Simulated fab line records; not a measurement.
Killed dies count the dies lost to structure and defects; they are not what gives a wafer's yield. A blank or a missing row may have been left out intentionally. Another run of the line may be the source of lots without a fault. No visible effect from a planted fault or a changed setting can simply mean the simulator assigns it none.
Which tool was responsible? -- flow sky130 -- 30 wafers from 10 lots sampled at 6 of the route's 708 steps

== WHAT THE GAUGES READ, wafer by wafer ==
SKY_METAL4_CD_MEAS_13 targets a cd of 300 nm. Usual: cd_nm reads 299.8 nm (standard deviation 1.3).
lot,measured,on,cd_nm (nm),flag
L965,day 41 22:45,cd_sem-01,297.3 298.0 297.6,
L966,day 42 06:32,cd_sem-01,299.3 298.9 299.9,
L976,day 44 18:29,cd_sem-01,300.6 299.1 299.7,
L978,day 45 12:50,cd_sem-02,299.0 299.7 300.4,
L982,day 46 05:08,cd_sem-01,298.7 298.9 297.8,
L981,day 46 07:40,cd_sem-02,298.4 298.3 298.6,
L983,day 47 04:29,cd_sem-01,299.5 300.3 299.1,
L984,day 47 07:26,cd_sem-01,300.8 301.8 300.3,
L985,day 47 08:25,cd_sem-02,298.9 297.2 299.6,
L986,day 47 09:23,cd_sem-01,300.0 299.3 300.2,

SKY_VIA4_OVL_MEAS_11. Usual: for VIA4_OVL the level is 0.4 nm and the standard deviation is 1.4.
lot,measured,on,VIA4_OVL (nm),flag
L965,day 42 23:17,overlay-02,-0.2 -1.0 0.4,
L966,day 43 07:23,overlay-01,0.0 -0.6 0.8,
L976,day 45 17:34,overlay-02,1.9 1.9 0.3,
L978,day 46 11:07,overlay-02,3.0 4.4 3.8,
L982,day 47 02:13,overlay-01,-0.9 -3.4 -2.0,
L981,day 47 05:37,overlay-01,0.6 1.4 2.0,
L983,day 48 01:17,overlay-01,2.4 1.2 2.7,
L984,day 48 03:40,overlay-01,0.8 0.5 1.7,
L985,day 48 05:47,overlay-01,-1.0 -0.6 -0.3,
L986,day 48 06:08,overlay-01,1.0 -1.3 0.6,

SKY_VIA4_RS_MEAS_19: a four-point-probe measurement. Usual: for VIA4_W_RS the level is 0.2143 ohm/sq and the standard deviation is 0.0029.
lot,measured,on,VIA4_W_RS (ohm/sq),flag
L965,day 43 00:15,film_metro-01,0.2106 0.2101 0.2153,
L966,day 43 08:18,film_metro-01,0.2133 0.2153 0.2113,
L976,day 45 18:32,film_metro-04,0.4255 0.2128 0.2185,OFF
L978,day 46 12:02,film_metro-01,0.4439 0.4248 0.2125,OFF
L982,day 47 03:08,film_metro-04,0.2124 0.2136 0.2121,
L981,day 47 06:32,film_metro-02,0.2132 0.2118 0.2127,
L983,day 48 02:14,film_metro-01,0.2168 0.2164 0.2179,
L984,day 48 04:42,film_metro-04,0.2128 0.2123 0.2139,
L985,day 48 06:46,film_metro-01,0.2155 0.2162 0.2178,
L986,day 48 07:31,film_metro-02,0.2156 0.2152 0.2121,

SKY_VIA4_THK_MEAS_20: measures by xrf. Usual: for VIA4_W_THK the level is 521 nm and the standard deviation is 7.8.
lot,measured,on,VIA4_W_THK (nm),flag
L965,day 43 00:22,film_metro-01,534 536 520,
L966,day 43 08:25,film_metro-01,528 520 534,
L976,day 45 18:39,film_metro-04,263 515 504,OFF
L978,day 46 12:09,film_metro-01,253 267 522,OFF
L982,day 47 03:15,film_metro-04,524 520 522,
L981,day 47 06:39,film_metro-02,522 530 526,
L983,day 48 02:21,film_metro-01,517 520 518,
L984,day 48 04:49,film_metro-04,518 517 517,
L985,day 48 06:52,film_metro-01,522 520 519,
L986,day 48 07:37,film_metro-02,517 519 526,

== TOOL THAT RAN EACH LOT (tool first, then ch and the chambers of the sampled wafers, then the start) ==
lot,SKY_CAP2M_METAL_ETCH_13,SKY_VIA4_CVD_18
L965,"rie_metal-02 ch 0,1, day 40 21:49","cvd_w-01 ch 0,1, day 43 00:05"
L966,"rie_metal-02 ch 0,1, day 41 06:15","cvd_w-01 ch 0,1, day 43 08:08"
L976,"rie_metal-02 ch 0,1, day 43 19:18","cvd_w-02 ch 0,1, day 45 18:22"
L978,"rie_metal-04 ch 0,1, day 44 14:48","cvd_w-02 ch 0,1, day 46 11:53"
L982,"rie_metal-02 ch 0,1, day 45 08:25","cvd_w-01 ch 0,1, day 47 02:59"
L981,"rie_metal-02 ch 0, day 45 10:21","cvd_w-01 ch 0,1, day 47 06:23"
L983,"rie_metal-03 ch 0, day 46 08:03","cvd_w-01 ch 0,1, day 48 02:05"
L984,"rie_metal-04 ch 0,1, day 46 10:42","cvd_w-01 ch 0,1, day 48 04:33"
L985,"rie_metal-03 ch 0,1, day 46 11:47","cvd_w-01 ch 0,1, day 48 06:38"
L986,"rie_metal-03 ch 0,1, day 46 12:32","cvd_w-01 ch 0,1, day 48 07:22"
- SKY_CAP2M_METAL_ETCH_13: etches TiN in Cl2/BCl3, stops on SiO2, target depth 220 nm, time 62.9 s.
- SKY_VIA4_CVD_18: deposits W, target thk 505 nm, time 152.14 s.

== WHAT THE TOOLS THEMSELVES READ (means of the sampled wafers that have a number; where no wafer has one, the mark that the record gives instead) ==
SKY_CAP2M_METAL_ETCH_13. Usual: bcl3_flow_sccm 29.98 sccm, standard deviation 0.094; chamber_pressure_mTorr 9.998 mTorr, standard deviation 0.0092; drypump_motor_current_A 5.7 A, standard deviation 0.35; mfc_cl2_sccm 60.00 sccm, standard deviation 0.17; oes_product_au 0.939 a.u., standard deviation 0.0095; throttle_valve_pct 21.902 %, standard deviation 0.0096.
lot,tool,bcl3_flow_sccm (sccm),chamber_pressure_mTorr (mTorr),drypump_motor_current_A (A),mfc_cl2_sccm (sccm),oes_product_au (a.u.),throttle_valve_pct (%),flag
L965,rie_metal-02,29.99,9.996,5.5,59.96,0.937,21.904,
L966,rie_metal-02,29.99,10.001,5.9,60.00,0.937,21.904,
L976,rie_metal-02,29.99,9.999,5.9,59.83,0.931,21.902,
L978,rie_metal-04,30.00,9.992,5.7,59.92,0.940,21.905,
L982,rie_metal-02,29.89,10.003,5.9,59.99,0.934,21.913,
L981,rie_metal-02,29.82,10.004,5.2,60.11,0.937,21.908,
L983,rie_metal-03,29.91,9.997,5.7,60.10,0.941,21.903,
L984,rie_metal-04,29.95,10.004,5.9,60.02,0.943,21.897,
L985,rie_metal-03,30.07,9.999,5.7,60.25,0.929,21.907,
L986,rie_metal-03,30.09,9.996,5.7,60.10,0.940,21.900,

SKY_VIA4_CVD_18. Usual: heater_power_w reads 820 W (standard deviation 120).
lot,tool,heater_power_w (W),flag
L965,cvd_w-01,802,
L966,cvd_w-01,894,
L976,cvd_w-02,765,
L978,cvd_w-02,763,
L982,cvd_w-01,810,
L981,cvd_w-01,801,
L983,cvd_w-01,902,
L984,cvd_w-01,902,
L985,cvd_w-01,893,
L986,cvd_w-01,901,

== THE ANSWER, worked out from the rows above alone ==
Rule: take the mean of a lot's wafers that have a number; if it is more than 3 standard deviations from the usual mean, the lot is off. A lot without any number at a reading at which 4 lots or more have one is off too. The other lots that the step has rows for count as sound. Order of review: gauges by route order, followed by the tools' own readings, for which a lot's mean as printed above is used. At the first step where some lot is off, the reading lying furthest off is the one used; lots without a number count as furthest.
Off: at SKY_VIA4_RS_MEAS_19 (VIA4_W_RS), L976, L978.
A tool fits if, at a process step before that reading, it ran every lot that is off, and no sound lot after the first of them. The gauges at SKY_VIA4_RS_MEAS_19 are tried like those tools. One fits: cvd_w-02 at SKY_VIA4_CVD_18. It ran no sound lot before its first lot that is off in this sample, so the start can't be narrowed down.

== WHAT THE SIMULATOR HAD PUT IN ==
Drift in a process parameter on cvd_w-02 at SKY_VIA4_CVD_18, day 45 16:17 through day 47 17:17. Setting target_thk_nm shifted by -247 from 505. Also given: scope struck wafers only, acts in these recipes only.
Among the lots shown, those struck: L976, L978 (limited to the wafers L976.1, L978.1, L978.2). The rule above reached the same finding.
